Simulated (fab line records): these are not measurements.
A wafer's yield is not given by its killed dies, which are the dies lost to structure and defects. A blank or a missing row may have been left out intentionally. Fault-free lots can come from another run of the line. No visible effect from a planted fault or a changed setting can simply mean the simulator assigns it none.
Matching of chambers :: flow gf180mcu :: GF_V3_CMP_26 on cmp-02: 4 sister chambers
The step polishes, stops on SiO2, t overpolish 15 s, target thk 0 nm. 4 wafers are shown with their chamber, then 12 later ones without.

== WAFERS WITH THEIR CHAMBER ==
wafer: L089.5
chamber: 1
time_to_endpoint_s (s): 87

wafer: L091.1
chamber: 3
time_to_endpoint_s (s): 83

wafer: L091.4
chamber: 2
time_to_endpoint_s (s): 88

wafer: L091.5
chamber: 0
time_to_endpoint_s (s): 87

== WAFERS WHOSE CHAMBER IS MISSING ==
wafer: L092.4
time_to_endpoint_s (s): 94

wafer: L092.5
time_to_endpoint_s (s): 89

wafer: L092.6
time_to_endpoint_s (s): 84

wafer: L094.4
time_to_endpoint_s (s): 80

wafer: L094.5
time_to_endpoint_s (s): 84

wafer: L094.6
time_to_endpoint_s (s): 83

wafer: L095.1
time_to_endpoint_s (s): 90

wafer: L095.3
time_to_endpoint_s (s): 88

wafer: L095.6
time_to_endpoint_s (s): 90

wafer: L096.1
time_to_endpoint_s (s): 91

wafer: L096.3
time_to_endpoint_s (s): 94

wafer: L096.4
time_to_endpoint_s (s): 88

== CHAMBER TAKEN BY EACH ==
wafer: L092.4
from the rows above: can't be placed: 2 or 0 or 1 or 3
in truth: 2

wafer: L092.5
from the rows above: can't be placed: 2 or 0 or 1 or 3
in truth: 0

wafer: L092.6
from the rows above: can't be placed: 3 or 0 or 1 or 2
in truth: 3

wafer: L094.4
from the rows above: can't be placed: 3 or 0 or 1 or 2
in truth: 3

wafer: L094.5
from the rows above: can't be placed: 3 or 0 or 1 or 2
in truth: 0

wafer: L094.6
from the rows above: can't be placed: 3 or 0 or 1 or 2
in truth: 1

wafer: L095.1
from the rows above: can't be placed: 2 or 0 or 1 or 3
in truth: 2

wafer: L095.3
from the rows above: can't be placed: 2 or 0 or 1 or 3
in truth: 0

wafer: L095.6
from the rows above: can't be placed: 2 or 0 or 1 or 3
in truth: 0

wafer: L096.1
from the rows above: can't be placed: 2 or 0 or 1 or 3
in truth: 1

wafer: L096.3
from the rows above: can't be placed: 2 or 0 or 1 or 3
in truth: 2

wafer: L096.4
from the rows above: can't be placed: 2 or 0 or 1 or 3
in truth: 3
Correctly placed: 0 of 12. Not placeable from these rows: 12 (in 12, the candidates include the true chamber). Wrongly placed: 0.
How it was worked out, from the rows above alone: a wafer's distance from a chamber is the root of the sum, over the readings, of the square of ((its reading less the chamber's mean) divided by the reading's scatter). The wafer belongs to the nearest chamber; if the next one is less than 2 further off, it can't be placed. Each chamber's mean is taken over the wafers shown for it. The scatter: root of mean squared gap, hidden wafer to nearest shown wafer, with one shown wafer a chamber.
